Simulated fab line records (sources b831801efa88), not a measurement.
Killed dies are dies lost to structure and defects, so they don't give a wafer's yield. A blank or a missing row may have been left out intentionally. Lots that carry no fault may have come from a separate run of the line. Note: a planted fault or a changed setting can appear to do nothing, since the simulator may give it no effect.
One fault seen from 2 desks / flow sfqLine / every desk sees just its own numbers, and what lay behind them comes last

## AT THE METROLOGY DESK
Means of the sampled wafers that have a number, per lot and without regard to the tool the lot ran on: this is what the gauges read. Marked OUT: a lot whose mean sits more than 4 standard deviations from the usual mean, which makes it out of limits; the brackets give that distance.
Columns: A = I1_OVL at SFQ_I1_OVL_MEAS_913, usual -1 nm; B = M2_NB_RS at SFQ_M2_RS_MEAS_914, usual 0.894 ohm/sq; C = M2_OVL at SFQ_M2_OVL_MEAS_916, usual -1 nm; D = I2_BOW at SFQ_I2_BOW_MEAS_917, usual 1 um; E = I2_OVL at SFQ_I2_OVL_MEAS_918, usual 1 nm; F = M3_NB_RS at SFQ_M3_RS_MEAS_919, usual 0.889 ohm/sq; G = M8_BOW at SFQ_M8_BOW_MEAS_951, usual 6 um
lot=L962; first seen here=day 23 16:44; A=-3; B=0.900; C=0; D=4; E=0; F=0.890; G=12
lot=L967; first seen here=day 25 18:49; A=-3; B=0.901; C=6; D=-7; E=-5; F=0.880; G=-9
lot=L968; first seen here=day 25 22:25; A=-5; B=0.888; C=-1; D=1; E=4; F=0.896; G=11
lot=L969; first seen here=day 26 01:25; A=-6; B=0.893; C=-2; D=3; E=1; F=0.884; G=2
lot=L970; first seen here=day 26 06:13; A=-2; B=0.901; C=-1; D=3; E=1; F=0.891; G=7
lot=L981; first seen here=day 30 21:16; A=8; B=0.895; C=-2; D=-0; E=7; F=0.896; G=17
lot=L984; first seen here=day 31 15:24; A=-2; B=0.887; C=0; D=2; E=1; F=0.888; G=10
Finding of this desk: none of the 7 lots has anything out of limits.

## DESK OF THE TOOL OWNER: krfScanner-02
The tool's own readings at SFQ_TRILAYER_M2_LITHO_EXPOSE_058 (exposes mask M2, target cd 500 nm): means of the sampled wafers that have a number, for each lot that ran on this tool. Marked OUT: a lot whose mean sits more than 4 standard deviations from the usual mean, which makes it out of limits; the brackets give that distance.
Columns: A = exposureDoseMJCm2 at SFQ_TRILAYER_M2_LITHO_EXPOSE_058, usual 14.397
lot=L967; first seen here=day 31 02:06; A=14.412
lot=L968; first seen here=day 31 04:30; A=13.027 (-98) OUT
lot=L969; first seen here=day 31 05:30; A=13.051 (-96) OUT
lot=L970; first seen here=day 31 09:06; A=13.048 (-96) OUT
This desk finds L968, L969, L970 out of limits, L968 being first, at day 31 04:30 (exposureDoseMJCm2 at SFQ_TRILAYER_M2_LITHO_EXPOSE_058). In limits: L967.

## ALL TOGETHER
The tool owner's desk could have raised an alarm at day 31 04:30, on L968, L969, L970.
The metrology desk saw nothing out of limits.
The metrology desk has L968, L969, L970 on record, within its limits.
Of the lots named, all ran SFQ_TRILAYER_M2_LITHO_EXPOSE_058 on krfScanner-02.

## WHAT THE SIMULATOR PUT IN
Drift in process parameters on krfScanner-02 at SFQ_TRILAYER_M2_LITHO_EXPOSE_058, starting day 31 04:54. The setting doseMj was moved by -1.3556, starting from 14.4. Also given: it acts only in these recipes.
Struck lots among those shown: L968, L969, L970.
